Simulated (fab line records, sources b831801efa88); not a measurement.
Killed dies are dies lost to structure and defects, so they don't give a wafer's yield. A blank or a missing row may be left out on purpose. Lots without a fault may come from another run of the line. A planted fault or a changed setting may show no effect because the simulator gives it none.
fab line records | flow sky130
record lots=15 wafers=42 last_day=50
route steps=708 shown FIELD_ISO@3 DNWELL@42 NWELL@79 VT_ADJUST_HVTP@92 PAD_OPEN@708
lots that met no fault: from a run of the same line without faults
start_h: hours from the record's first day to the start of the lot's first wafer shown | wait_h: hours since the lot's step before | " the same as in the row above | L1.1+2: a row that stands for several wafers | - no value, or no start given | * or withheld: withheld | < > ~ a bound
route shown NAME@n: a module of which the file shows steps, and the number in the route of the first | usual: mean/standard deviation of fault-free wafers | same: alike in all rows | chamber/n: place in a boat | sites: the reading at each site | _std_site: their standard deviation | _edge_site: outer sites' mean less inner sites' | radius_mm: how far each site lies from the wafer's centre | mask NAME#n: copy n | behind: the tool/chamber that last shaped the wafer | hold: why the lot was held/for how many hours/how that ended | device: the transistor (n, p or np) that didn't switch | end of line: the same wafers' tests at the end of the route | a step without rows: its recipe alone | killed: dies lost to structure and defects at the first sort, not the wafer's yield | map: a wafer's dies, x killed, . not, _ none there
set.NAME: the setting as run; set.NAME@STEP: as run at that earlier step | model.NAME: the simulator's own value behind a step, which no gauge read
steps of the route over a sample of lots; a table a step, a row a wafer
services: from which hour (start_h, from the record's first day; less than 0 if before it) a tool's chamber was out of use, for how many hours, and why
## steps
# step SKY_FIELD_ISO_THK_MEAS_02
# recipe reads=SiO2_of_FIELD_ISO_OXIDATION_01
# usual FIELD_ISO_OXIDATION_00_THK=12.01/0.21
# columns lot.wafer tool chamber start_h wait_h FIELD_ISO_OXIDATION_00_THK[nm]
L855.1 film_metro-03 - 14.25 0.0 12.26
L855.5 " - " " 12.35
L855.6 " - " " 12.09
L856.2 film_metro-01 - 16.64 0.0 11.87
L856.3 " - " " 12.02
L856.6 " - " " 11.75
L858.1 film_metro-03 - 26.63 0.0 11.70
L858.2 " - " " 11.73
L858.4 " - " " 11.77
L860.1 film_metro-03 - 36.73 0.0 12.29
L860.2 " - " " 12.19
L860.6 " - " " 12.08
L861.2 film_metro-03 - 43.00 0.0 12.09
L861.3 " - " " 12.10
L861.4 " - " " 12.05
L862.1 film_metro-01 - 48.43 0.0 11.77
L862.3 " - " " 11.55
L862.4 " - " " 11.61
L863.1 film_metro-02 - 52.00 0.0 12.03
L863.4 " - " " 12.06
L863.5 " - " " 11.93
L867.1 film_metro-03 - 71.75 0.0 11.87
L867.3 " - " " 11.83
L871.1 film_metro-01 - 92.88 0.0 12.27
L871.5 " - " " 12.15
L873.1 film_metro-01 - 101.63 0.0 11.90
L873.3 " - " " 11.98
L874.2 film_metro-01 - 106.80 0.0 11.96
L874.5 " - " " 11.99
L874.6 " - " " 11.98
L875.1 film_metro-03 - 112.83 0.0 12.10
L875.3 " - " " 12.26
L875.6 " - " " 12.01
L876.1 film_metro-01 - 116.63 0.0 11.94
L876.4 " - " " 11.89
L876.5 " - " " 11.77
L877.2 film_metro-01 - 122.70 0.0 11.97
L877.4 " - " " 12.01
L877.5 " - " " 12.23
L878.3 film_metro-03 - 129.60 0.0 12.64
L878.4 " - " " 12.56
L878.6 " - " " 12.46
# step SKY_DNWELL_IMPLANT_07
# recipe species=P energy_kev=withheld dose_cm2=withheld tilt_deg=withheld
# columns lot.wafer tool chamber start_h wait_h
L855.1+5+6 implanter-02 0 52.39 -
L856.2+3+6 implanter-02 0 60.33 -
L858.1+2+4 implanter-03 0 69.26 -
L860.1+2+6 implanter-04 0 78.56 -
L861.2+3+4 implanter-04 0 85.44 -
L862.1+3+4 implanter-02 0 90.36 -
L863.1+4+5 implanter-04 0 95.84 -
L867.1+3 implanter-04 0 115.81 -
L871.1+5 implanter-04 0 142.84 -
L873.1+3 implanter-04 0 153.01 -
L874.2+5+6 implanter-02 0 155.63 -
L875.1+3+6 implanter-02 0 160.11 -
L876.1+4+5 implanter-02 0 163.86 -
L877.2+4+5 implanter-03 0 170.52 -
L878.3+4+6 implanter-02 0 180.56 -
# step SKY_DNWELL_TW_MEAS_09
# usual DNWELL_TW=1098/10
# columns lot.wafer tool chamber start_h wait_h DNWELL_TW
L855.1 film_metro-03 - 52.64 0.1 1107
L855.5 " - " " 1107
L855.6 " - " " 1105
L856.2 film_metro-03 - 60.57 0.1 1108
L856.3 " - " " 1107
L856.6 " - " " 1097
L858.1 film_metro-04 - 69.51 0.1 1105
L858.2 " - " " 1105
L858.4 " - " " 1105
L860.1 film_metro-01 - 78.81 0.1 1088
L860.2 " - " " 1084
L860.6 " - " " 1084
L861.2 film_metro-01 - 85.67 0.1 1078
L861.3 " - " " 1080
L861.4 " - " " 1081
L862.1 film_metro-01 - 90.61 0.1 1081
L862.3 " - " " 1088
L862.4 " - " " 1089
L863.1 film_metro-01 - 96.09 0.1 1090
L863.4 " - " " 1084
L863.5 " - " " 1087
L867.1 film_metro-04 - 116.06 0.1 1162
L867.3 " - " " 1109
L871.1 film_metro-03 - 143.09 0.1 1145
L871.5 " - " " 1150
L873.1 film_metro-04 - 153.26 0.1 1163
L873.3 " - " " 1109
L874.2 film_metro-04 - 155.87 0.1 1114
L874.5 " - " " 1113
L874.6 " - " " 1113
L875.1 film_metro-03 - 160.36 0.1 1099
L875.3 " - " " 1105
L875.6 " - " " 1096
L876.1 film_metro-04 - 164.11 0.1 1110
L876.4 " - " " 1109
L876.5 " - " " 1106
L877.2 film_metro-01 - 170.75 0.1 1091
L877.4 " - " " 1089
L877.5 " - " " 1082
L878.3 film_metro-04 - 180.78 0.1 1115
L878.4 " - " " 1119
L878.6 " - " " 1113
# step SKY_NWELL_TW_MEAS_26
# usual NWELL_2_TW=488/4.7
# columns lot.wafer tool chamber start_h wait_h NWELL_2_TW
L855.1 film_metro-03 - 102.65 0.1 493
L855.5 " - " " 488
L855.6 " - " " 497
L856.2 film_metro-01 - 111.60 0.1 483
L856.3 " - " " 485
L856.6 " - " " 482
L858.1 film_metro-01 - 121.54 0.1 485
L858.2 " - " " 488
L858.4 " - " " 483
L860.1 film_metro-03 - 132.19 0.1 489
L860.2 " - " " 489
L860.6 " - " " 491
L861.2 film_metro-04 - 138.90 0.1 498
L861.3 " - " " 496
L861.4 " - " " 499
L862.1 film_metro-01 - 145.89 0.1 483
L862.3 " - " " 483
L862.4 " - " " 484
L863.1 film_metro-04 - 151.59 0.1 490
L863.4 " - " " 494
L863.5 " - " " 492
L867.1 film_metro-03 - 174.84 0.1 489
L867.3 " - " " 489
L871.1 film_metro-01 - 204.89 0.1 485
L871.5 " - " " 481
L873.1 film_metro-01 - 217.10 0.1 482
L873.3 " - " " 483
L874.2 film_metro-04 - 219.75 0.1 496
L874.5 " - " " 494
L874.6 " - " " 495
L875.1 film_metro-01 - 223.74 0.1 485
L875.3 " - " " 485
L875.6 " - " " 484
L876.1 film_metro-04 - 228.89 0.1 494
L876.4 " - " " 494
L876.5 " - " " 491
L877.2 film_metro-04 - 236.90 0.1 495
L877.4 " - " " 493
L877.5 " - " " 493
L878.3 film_metro-01 - 246.42 0.1 487
L878.4 " - " " 484
L878.6 " - " " 485
# step SKY_VT_ADJUST_HVTP_CD_MEAS_07
# recipe target_cd_nm=380
# usual cd_nm=380.2/2.8
# columns lot.wafer tool chamber start_h wait_h cd_nm
L855.1 cd_sem-02 - 121.14 0.1 377.7
L855.5 " - " " 381.0
L855.6 " - " " 378.7
L856.2 cd_sem-02 - 129.87 0.1 382.5
L856.3 " - " " 384.1
L856.6 " - " " 385.4
L858.1 cd_sem-01 - 140.06 0.1 382.0
L858.2 " - " " 385.0
L858.4 " - " " 383.0
L860.1 cd_sem-01 - 151.86 0.1 379.0
L860.2 " - " " 380.5
L860.6 " - " " 378.5
L861.2 cd_sem-01 - 158.72 0.1 377.9
L861.3 " - " " 377.3
L861.4 " - " " 377.5
L862.1 cd_sem-01 - 166.09 0.1 382.6
L862.3 " - " " 382.7
L862.4 " - " " 380.9
L863.1 cd_sem-02 - 171.69 0.1 377.3
L863.4 " - " " 378.1
L863.5 " - " " 376.1
L867.1 cd_sem-02 - 196.51 0.1 382.2
L867.3 " - " " 380.8
L871.1 cd_sem-01 - 226.70 0.1 381.6
L871.5 " - " " 379.6
L873.1 cd_sem-02 - 240.31 0.1 376.1
L873.3 " - " " 377.8
L874.2 cd_sem-01 - 243.16 0.1 374.8
L874.5 " - " " 376.4
L874.6 " - " " 375.9
L875.1 cd_sem-02 - 247.01 0.1 381.5
L875.3 " - " " 382.2
L875.6 " - " " 380.4
L876.1 cd_sem-01 - 252.65 0.1 375.2
L876.4 " - " " 377.1
L876.5 " - " " 378.0
L877.2 cd_sem-02 - 260.43 0.1 382.0
L877.4 " - " " 385.3
L877.5 " - " " 383.2
L878.3 cd_sem-02 - 270.50 0.1 382.8
L878.4 " - " " 385.6
L878.6 " - " " 382.2
# step SKY_PAD_OPEN_PROBE_99
# usual killed_at_M0_to_M3=42/7.3 killed_at_M4_up=3.4/2 killed_at_contacts=24/5.8 killed_at_front_end=15/4.6 killed_at_other=0.3/0.62 killed_dies=84/9.8 killed_open=47/6.9 killed_short=38/6.3
# same gross_dies=492 killed_at_back_side=0
# columns lot.wafer tool chamber start_h wait_h killed_at_M0_to_M3 killed_at_M4_up killed_at_contacts killed_at_front_end killed_at_other killed_dies killed_open killed_short
L867.1 prober-01 - 1170.37 0.1 40 8 25 13 1 87 47 40
L867.3 prober-01 - 1170.47 0.2 34 2 25 13 0 74 47 27
L873.1 prober-01 - 1177.07 0.1 49 6 35 11 0 101 59 42
L873.3 prober-01 - 1177.17 0.2 50 2 19 14 0 85 42 43
L877.2 prober-01 - 1189.06 0.1 43 3 22 13 0 81 45 36
L877.4 prober-01 - 1189.16 0.2 40 5 18 17 0 80 46 34
L877.5 prober-01 - 1189.21 0.2 47 2 27 19 2 97 61 36
# killed by level:class
L867.1 VIA1:geometric_particle:open=11 LOCAL_INTERCONNECT:geometric_particle:short=7 CONTACT:geometric_particle:open=7 CONTACT:geometric_particle:short=6 FIELD_ISO:geometric_particle:open=4 POLY_GATE:geometric_particle:open=4 VIA1:geometric_particle:short=4 VIA2:geometric_particle:open=4
L867.3 VIA2:geometric_particle:open=11 CONTACT:geometric_particle:open=9 VIA1:geometric_particle:open=7 CONTACT:geometric_particle:short=6 LI_CONTACT:geometric_particle:open=5 POLY_GATE:geometric_particle:open=4 VIA3:geometric_particle:open=4 FIELD_ISO:geometric_particle:open=3
L873.1 LI_CONTACT:geometric_particle:open=13 VIA1:geometric_particle:open=13 CONTACT:geometric_particle:open=8 CONTACT:geometric_particle:short=6 VIA2:geometric_particle:open=6 VIA3:geometric_particle:open=6 VIA3:geometric_particle:short=5 LOCAL_INTERCONNECT:geometric_particle:short=4
L873.3 VIA1:geometric_particle:open=12 VIA1:geometric_particle:short=9 VIA3:geometric_particle:open=7 LI_CONTACT:geometric_particle:open=5 VIA2:geometric_particle:open=5 METAL3:geometric_particle:short=5 CONTACT:geometric_particle:short=4 CONTACT:geometric_particle:open=4
L877.2 VIA2:geometric_particle:open=10 VIA1:geometric_particle:open=8 FIELD_ISO:geometric_particle:open=6 LI_CONTACT:geometric_particle:open=6 LOCAL_INTERCONNECT:geometric_particle:short=5 CONTACT:geometric_particle:open=5 VIA3:geometric_particle:open=5 POLY_GATE:geometric_particle:short=4
L877.4 VIA1:geometric_particle:open=13 METAL2:geometric_particle:short=7 FIELD_ISO:geometric_particle:open=6 POLY_GATE:geometric_particle:open=5 CONTACT:geometric_particle:open=5 VIA3:geometric_particle:open=5 LI_CONTACT:geometric_particle:open=4 VIA1:geometric_particle:short=4
L877.5 CONTACT:geometric_particle:open=13 VIA2:geometric_particle:open=10 LI_CONTACT:geometric_particle:open=9 VIA3:geometric_particle:open=8 FIELD_ISO:geometric_particle:short=6 FIELD_ISO:geometric_particle:open=6 VIA1:geometric_particle:open=6 METAL2:geometric_particle:short=5
## services
# columns tool chamber start_h hours kind
implanter-04 - 64.37 9.5 repair
implanter-03 - 72.69 17.1 repair
implanter-02 - 75.11 4.8 repair
implanter-03 - 115.22 3.0 pm
implanter-04 - 119.51 1.2 repair
implanter-03 - 145.10 24.1 pm
implanter-04 - 179.70 2.7 repair
## key
first_sign step=SKY_DNWELL_TW_MEAS_09 reading=DNWELL_TW direction=up sigmas=5.5 usual=1098 struck=1155
effect none on later readings
met_at SKY_DNWELL_IMPLANT_07
struck_lots L867,L871,L873
struck_wafers L867.1,L871.1,L871.5,L873.1
tester_left_out L867,L871,L873
not_acting_at SKY_FIELD_ISO_THK_MEAS_02,SKY_NWELL_TW_MEAS_26,SKY_VT_ADJUST_HVTP_CD_MEAS_07
onset_between 95.84 115.81
fault kind=process_parameter_drift tool=implanter-04 chamber=- onset_h=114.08 steps=SKY_DNWELL_IMPLANT_07 channel=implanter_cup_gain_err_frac offset=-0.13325 shape=step end_h=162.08 scope=struck_wafers_only
# tester_left_out: of these lots the tester's yield and bins aren't shown, on N5 and GAA mostly nor the transistor test; their killed dies are dies lost to structure and defects alone, not to doping, threshold or leakage, so they don't give the yield
